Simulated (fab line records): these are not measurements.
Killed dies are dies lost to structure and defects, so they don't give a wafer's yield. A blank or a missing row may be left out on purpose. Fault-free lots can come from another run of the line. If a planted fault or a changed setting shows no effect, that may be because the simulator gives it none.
A lot that was struck, set against a sound lot / flow sky130 / 16 steps out of a route of 708
Sound: wafers L257.2, L257.3, L257.6. The struck wafers were L267.1, L267.2, L267.5. The cause is named last.
At each step with rows: each side's tool, then ch and its chambers, then its first start. Under that, the readings that differ: sound wafers / struck wafers / difference of the means / sigmas: that difference in standard deviations of wafers without a fault.
alike: a reading whose means differ by less than 2 such deviations, as well as words and numbers matching on both sides. not compared: withheld readings; readings where some wafer has no value; bounds like >300 that might hide an equal value; numbers whose values overlap and for which the record gives no deviation.
Wherever a step has rows on one side only, a row that says differs or no value, or a row with sigmas, the two part there. Non-overlapping numbers with no deviation appear without sigmas and do not part them. A reading missing from all wafers of one side parts the sides only when that side holds two or more wafers.

SKY_FIELD_ISO_THK_MEAS_02:
  sound on film-metro-04 at day 1 17:24; struck on film-metro-02 at day 3 18:55
  alike: FIELD_ISO_OXIDATION_00_THK
then, 1 step without rows for these wafers: SKY_FIELD_ISO_CVD_03 (deposits Si3N4 from DCS/NH3, target thk 165 nm, time 2830 s).
SKY_FIELD_ISO_THK_MEAS_04:
  sound on film-metro-01 at day 1 19:15; struck on film-metro-02 at day 3 20:46
  alike: FIELD_ISO_CVD_03_THK
then, 8 steps without rows for these wafers: SKY_FIELD_ISO_DEHYDRATE_05 (time 60 s); SKY_FIELD_ISO_HMDS_06 (prime time 60 s); SKY_FIELD_ISO_COAT_07 (resist thk 60 nm); SKY_FIELD_ISO_COAT_08 (resist thk 450 nm); SKY_FIELD_ISO_SOFTBAKE_09 (time 90 s); SKY_FIELD_ISO_EXPOSE_10 (exposes mask FOM, target cd 150 nm); SKY_FIELD_ISO_PEB_11; SKY_FIELD_ISO_DEVELOP_12 (develop time 60 s).
SKY_FIELD_ISO_CD_MEAS_13: target cd 150 nm.
  sound on cd-sem-02 at day 2 10:22; struck on cd-sem-01 at day 4 13:40
  alike: cd-nm
SKY_FIELD_ISO_ETCH_14: etches BARC in N2/H2, stops on SiO2, time 45.9 s, target depth 60 nm.
  sound on rie-diel-03 ch 2,3, day 2 10:28; struck on rie-diel-03 ch 0,2, day 4 13:47
reading=rf-fwd-power-W (W); sound=495.2 496.0 493.2; struck=416.2 416.3 415.9; difference=-78.7; sigmas=-41
reading=model.KrF-thick_of_FIELD_ISO_COAT_08.thk-nm (nm); sound=393.7 391.1 391.7; struck=401.8 401.1 402; difference=+9.5; sigmas=
  alike: bias-w, drypump-motor-current-A, n2-flow-sccm, oes-product-au, throttle-valve-pct
  not compared: rf-hours-counter-h
SKY_FIELD_ISO_ETCH_15: etches the open film in CHF3/O2, stops on Si, target depth 180 nm, time 72 s.
  sound on rie-diel-03 ch 2,3, day 2 10:31; struck on rie-diel-03 ch 0,2, day 4 13:50
reading=model.KrF-thick_of_FIELD_ISO_COAT_08.thk-nm (nm); sound=237.7 233.4 234.9; struck=244.1 243.5 242.8; difference=+8.1; sigmas=
  alike: bias-w, drypump-motor-current-A, oes-product-au, rf-fwd-power-W, throttle-valve-pct
  not compared: rf-hours-counter-h
SKY_FIELD_ISO_STRIP_16: strips in O2/N2.
  sound on plasma-asher-01 ch 0,1, day 2 10:34; struck on plasma-asher-03 ch 0,1, day 4 13:53
reading=strip-time-to-endpoint-s (s); sound=3.57 3.50 3.52; struck=3.65 3.63 3.61; difference=+0.10; sigmas=+3
  alike: drypump-motor-current-A, n2-flow-sccm, oes-product-au
  not compared: rf-hours-counter-h
SKY_PAD_OPEN_PROBE_99:
  rows exist in the record for the sound wafers here (prober-02, day 47 16:20), none for the struck ones

## WHERE THEY PART
First at SKY_FIELD_ISO_ETCH_14; last, within this record, at SKY_PAD_OPEN_PROBE_99.

WHY: what the simulator had put in
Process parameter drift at SKY_FIELD_ISO_ETCH_14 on rie-diel-03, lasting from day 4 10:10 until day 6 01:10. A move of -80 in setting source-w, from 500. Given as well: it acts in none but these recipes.
